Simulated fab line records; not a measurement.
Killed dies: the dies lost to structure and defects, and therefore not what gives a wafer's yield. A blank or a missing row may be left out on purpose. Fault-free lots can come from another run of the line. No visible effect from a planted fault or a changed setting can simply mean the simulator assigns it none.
One fault seen from 2 desks :: flow sfq-line :: only its own numbers are on each desk; what lay behind them is given at the end

AT THE METROLOGY DESK
What the gauges read for every lot (on any tool): the sampled wafers with a number, averaged. Marked OUT: a lot whose mean sits more than 4 standard deviations from the usual mean, which makes it out of limits; the brackets give that distance.
Columns: A = M3_OVL at SFQ_M3_OVL_MEAS_921, usual 1 nm
lot: L191
first seen here: day 48 15:42
A: 0

lot: L193
first seen here: day 49 09:42
A: 4

lot: L197
first seen here: day 51 05:09
A: -3

lot: L198
first seen here: day 51 17:09
A: 2

lot: L199
first seen here: day 51 21:58
A: -4

lot: L207
first seen here: day 54 12:38
A: 9

lot: L210
first seen here: day 55 18:26
A: 7
This desk's finding: nothing out of limits on any of the 7 lots.

FOR THE TOOL OWNER'S DESK: pecvd-03
The tool's own readings at SFQ_TRILAYER_I3_DEP_PECVD_081 (deposits SiO2 from SiH4/N2O, time 111.11 s, target thk 500 nm): means of the sampled wafers that have a number, for each lot that ran on this tool. Marked OUT: a lot whose mean sits more than 4 standard deviations from the usual mean, which makes it out of limits; the brackets give that distance.
Columns: A = heater-power-w at SFQ_TRILAYER_I3_DEP_PECVD_081, usual 75 W; B = rf-fwd-power-W at SFQ_TRILAYER_I3_DEP_PECVD_081, usual 182.4 W; C = throttle-valve-pct at SFQ_TRILAYER_I3_DEP_PECVD_081, usual 24.8 %
lot: L191
first seen here: day 48 16:57
A: 69
B: 182.5
C: 23.5

lot: L197
first seen here: day 51 06:08
A: 66
B: 192.9 (+17) OUT
C: 23.9

lot: L198
first seen here: day 51 18:08
A: 68
B: 192.1 (+16) OUT
C: 23.4

lot: L199
first seen here: day 51 22:56
A: 69
B: 192.0 (+16) OUT
C: 23.6
Finding of this desk: L197, L198, L199 out of limits; the first was L197 at day 51 06:08, on rf-fwd-power-W at SFQ_TRILAYER_I3_DEP_PECVD_081. In limits: L191.

ALL TOGETHER
The tool owner's desk could have raised an alarm at day 51 06:08, on L197, L198, L199.
Nothing out of limits was seen by the metrology desk.
The metrology desk has L197, L198, L199 on record, within its limits.
All the named lots went through SFQ_TRILAYER_I3_DEP_PECVD_081 on pecvd-03.

WHAT WAS PUT IN BY THE SIMULATOR
pecvd-03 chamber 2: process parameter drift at SFQ_TRILAYER_I3_DEP_PECVD_081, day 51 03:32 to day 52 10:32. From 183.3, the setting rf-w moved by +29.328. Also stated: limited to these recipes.
Shown lots that were struck: L197, L198, L199.
Hours from the fault's start to each desk's first reading out of limits: the tool owner's desk, 3.
